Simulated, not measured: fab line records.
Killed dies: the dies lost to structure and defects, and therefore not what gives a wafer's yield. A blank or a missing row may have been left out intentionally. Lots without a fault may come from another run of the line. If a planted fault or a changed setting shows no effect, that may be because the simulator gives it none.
Which tool did it? -- flow gf180mcu -- 13 lots with 39 wafers sampled at 2 steps, on a route of 602 steps

WHAT EACH GAUGE READ, for each wafer
GF_M1_RS_MEAS_05: the measuring method here is four-point-probe. Usual: M1_ALCU_RS gives 0.0693 ohm/sq (standard deviation 0.00086).
lot,measured,on,M1_ALCU_RS (ohm/sq),flag
L218,day 17 02:56,filmMetro-04,0.0697 0.0702 0.0694,
L219,day 17 13:00,filmMetro-04,0.0700 0.0695 0.0705,
L220,day 17 18:23,filmMetro-04,0.0699 0.0702 0.0696,
L221,day 18 07:50,filmMetro-02,0.0705 0.0702 0.0700,
L222,day 18 12:14,filmMetro-02,0.0690 0.0693 0.0694,
L223,day 18 20:42,filmMetro-02,0.0698 0.0703 0.0700,
L224,day 19 03:17,filmMetro-02,0.0685 0.0682 0.0687,
L225,day 19 15:51,filmMetro-02,0.0693 0.0698 0.0694,
L226,day 19 23:10,filmMetro-01,0.0690 0.0685 0.0679,
L231,day 21 21:25,filmMetro-01,0.0697 0.0687 0.0692,
L233,day 22 12:04,filmMetro-01,0.0692 0.0698 0.0695,
L237,day 23 17:26,filmMetro-02,0.0689 0.0683 0.0695,
L238,day 24 04:05,filmMetro-04,0.0688 0.0690 0.0691,

WHICH TOOL RAN EACH LOT (tool, then ch and the chambers of the sampled wafers, then the start)
lot,GF_M1_SPUTTER_01
L218,"pvdSputter-03, day 17 02:47"
L219,"pvdSputter-02, day 17 12:50"
L220,"pvdSputter-02, day 17 18:14"
L221,"pvdSputter-02, day 18 07:43"
L222,"pvdSputter-03, day 18 12:06"
L223,"pvdSputter-02, day 18 20:35"
L224,"pvdSputter-04, day 19 03:10"
L225,"pvdSputter-04, day 19 15:43"
L226,"pvdSputter-04, day 19 23:02"
L231,"pvdSputter-02, day 21 21:17"
L233,"pvdSputter-04, day 22 11:55"
L237,"pvdSputter-04, day 23 17:16"
L238,"pvdSputter-02, day 24 03:58"
- GF_M1_SPUTTER_01: material TiN, target thk 30 nm, time 25 s.

WHAT THE TOOLS THEMSELVES READ (means of the sampled wafers that have a number; where no wafer has one, the mark that the record gives instead)
GF_M1_SPUTTER_01. Usual: throttleValvePct at 29.9 %, with a standard deviation of 0.89.
lot,tool,throttleValvePct (%),flag
L218,pvdSputter-03,30.0,
L219,pvdSputter-02,30.3,
L220,pvdSputter-02,29.7,
L221,pvdSputter-02,29.2,
L222,pvdSputter-03,29.9,
L223,pvdSputter-02,30.0,
L224,pvdSputter-04,29.7,
L225,pvdSputter-04,31.0,
L226,pvdSputter-04,29.1,
L231,pvdSputter-02,30.1,
L233,pvdSputter-04,30.5,
L237,pvdSputter-04,29.2,
L238,pvdSputter-02,29.9,

THE ANSWER, worked out from the rows above alone
Rule: lot off if the mean of its wafers having a number is beyond 3 standard deviations from the usual mean. A lot without any number at a reading at which 4 lots or more have one is off too. All remaining lots with rows at the step are treated as sound. The gauges are gone through in route order, then the tools' own readings, and for those a lot's mean is taken as printed above. At the first step where some lot is off, the reading lying furthest off is the one used; lots without a number count as furthest.
Across all readings shown, no lot is off: no conclusion can be drawn from this.

WHAT WAS PUT IN BY THE SIMULATOR
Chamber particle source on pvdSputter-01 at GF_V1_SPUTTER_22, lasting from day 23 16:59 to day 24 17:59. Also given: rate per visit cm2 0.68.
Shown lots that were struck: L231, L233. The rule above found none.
